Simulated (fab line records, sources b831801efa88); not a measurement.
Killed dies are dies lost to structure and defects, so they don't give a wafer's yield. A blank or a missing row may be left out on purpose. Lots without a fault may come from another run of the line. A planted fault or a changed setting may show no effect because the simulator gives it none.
A struck lot beside a sound one | flow sky130 | 15 steps out of a route of 708
Sound: wafers L900.1, L900.2, L900.6. Struck: wafers L895.2, L895.4, L895.5. The cause comes at the end.
At each step with rows: each side's tool, then ch and its chambers, then its first start. Under that, the readings that differ: sound wafers | struck wafers | difference of the means | sigmas: that difference in standard deviations of wafers without a fault.
alike: readings whose means differ by less than 2 such deviations, and words and numbers that are the same on both sides. not compared: withheld readings, readings that some wafer has no value for, bounds like >300 that may hide the same value, and numbers for which the record gives no deviation and whose values overlap.
The two part at a step that has a row with sigmas, a row that says differs or no value, or rows on one side only. Numbers that don't overlap but have no deviation are shown without sigmas and don't part them. A reading that every wafer of one side lacks parts them only if that side has two wafers or more.

first, 6 steps without rows for these wafers: SKY_METAL4_COAT_07 (resist thk 60 nm); SKY_METAL4_COAT_08 (resist thk 1140 nm); SKY_METAL4_SOFTBAKE_09 (time 90 s); SKY_METAL4_EXPOSE_10 (exposes mask MM4, target cd 300 nm); SKY_METAL4_PEB_11; SKY_METAL4_DEVELOP_12 (develop time 60 s).
SKY_METAL4_CD_MEAS_13: target cd 300 nm.
  sound on cd_sem-02, day 45 12:23; struck on cd_sem-01, day 44 05:42
  alike: cd_nm
SKY_METAL4_OVL_MEAS_14:
  sound on overlay-02, day 45 12:31; struck on overlay-02, day 44 05:48
  alike: METAL4_OVL
SKY_METAL4_DESCUM_15: chemistry O2, time 8 s.
  sound on rie_metal-03 ch 0,1, day 45 12:33; struck on rie_metal-04 ch 0,1, day 44 05:50
  reading                     | sound       | struck      | difference | sigmas
  drypump_motor_current_A (A) | 5.4 4.9 4.9 | 6.5 6.0 6.5 | +1.3       | +2
  alike: chamber_pressure_mTorr, oes_product_au
  not compared: rf_hours_counter_h
SKY_METAL4_ETCH_16: etches BARC in N2/H2, stops on SiO2, time 88.2 s, target depth 60 nm.
  sound on rie_metal-03 ch 0,1, day 45 12:35; struck on rie_metal-04 ch 0,1, day 44 05:52
  reading                     | sound       | struck      | difference | sigmas
  drypump_motor_current_A (A) | 5.4 4.9 4.9 | 6.5 6.0 6.6 | +1.3       | +2
  alike: chamber_pressure_mTorr, oes_product_au, throttle_valve_pct
  not compared: rf_hours_counter_h
SKY_METAL4_ETCH_17: etches SiO2 in C4F8/O2/Ar, stops on TiN, time 3.9 s, target depth 15 nm.
  sound on rie_diel-02 ch 0,1, day 45 12:43; struck on rie_diel-02 ch 0,1,2, day 44 05:58
  alike: chamber_pressure_mTorr, oes_product_au
SKY_METAL4_METAL_ETCH_18: etches the open film in Cl2/BCl3, stops on SiO2, target depth 845 nm, time 183.1 s.
  sound on rie_metal-02 ch 0,1, day 45 12:44; struck on rie_metal-02 ch 0,1, day 44 05:59
  alike: bcl3_flow_sccm, chamber_pressure_mTorr, drypump_motor_current_A, oes_product_au, throttle_valve_pct
  not compared: rf_hours_counter_h
SKY_METAL4_STRIP_19: strips in O2/N2.
  sound on plasma_asher-04 ch 0,1, day 45 12:55; struck on plasma_asher-01 ch 0,1, day 44 06:10
  reading          | sound       | struck      | difference | sigmas
  overash_fraction | 0.5 0.5 0.5 | 0.7 0.7 0.7 | +0.2       |
  alike: chamber_pressure_mTorr, drypump_motor_current_A, o2_flow_sccm, oes_product_au, strip_time_to_endpoint_s
  not compared: rf_hours_counter_h
then, 1 step without rows for these wafers: SKY_METAL4_STRIP_20 (strips in post etch residue remover, time 1200 s).
-- the record jumps here: 4 days lie between the struck wafers' starts before and after (it left off in module METAL4 and takes up again in module PAD_OPEN, whose first step shown is number 708 of the route) --
SKY_PAD_OPEN_PROBE_99:
  sound on prober-02, day 49 02:40; struck on prober-01, day 47 23:13
  reading                  | sound          | struck         | difference | sigmas
  defect_limited_yield (%) | 80.9 79.3 80.1 | 85.6 84.6 82.9 | +4.3       | +2
  killed_at_contacts       | 37 29 36       | 26 15 22       | -13        | -2
  sort_bin_5_function (%)  | 10.8 12.6 14.0 | 7.1 8.5 10.4   | -3.8       | -2
  sort_yield_pct (%)       | 80.9 79.3 80.1 | 85.6 84.6 82.9 | +4.3       | +2
  alike: killed_at_M0_to_M3, killed_at_M4_up, killed_at_front_end, killed_at_other, killed_dies, killed_on_rim, killed_open, killed_short, sort_bin_3_pad_short, sort_bin_6_memory, sort_n_pass

WHERE THEY PART
First at SKY_METAL4_DESCUM_15; last, within this record, at SKY_PAD_OPEN_PROBE_99.

WHY: what the simulator had put in
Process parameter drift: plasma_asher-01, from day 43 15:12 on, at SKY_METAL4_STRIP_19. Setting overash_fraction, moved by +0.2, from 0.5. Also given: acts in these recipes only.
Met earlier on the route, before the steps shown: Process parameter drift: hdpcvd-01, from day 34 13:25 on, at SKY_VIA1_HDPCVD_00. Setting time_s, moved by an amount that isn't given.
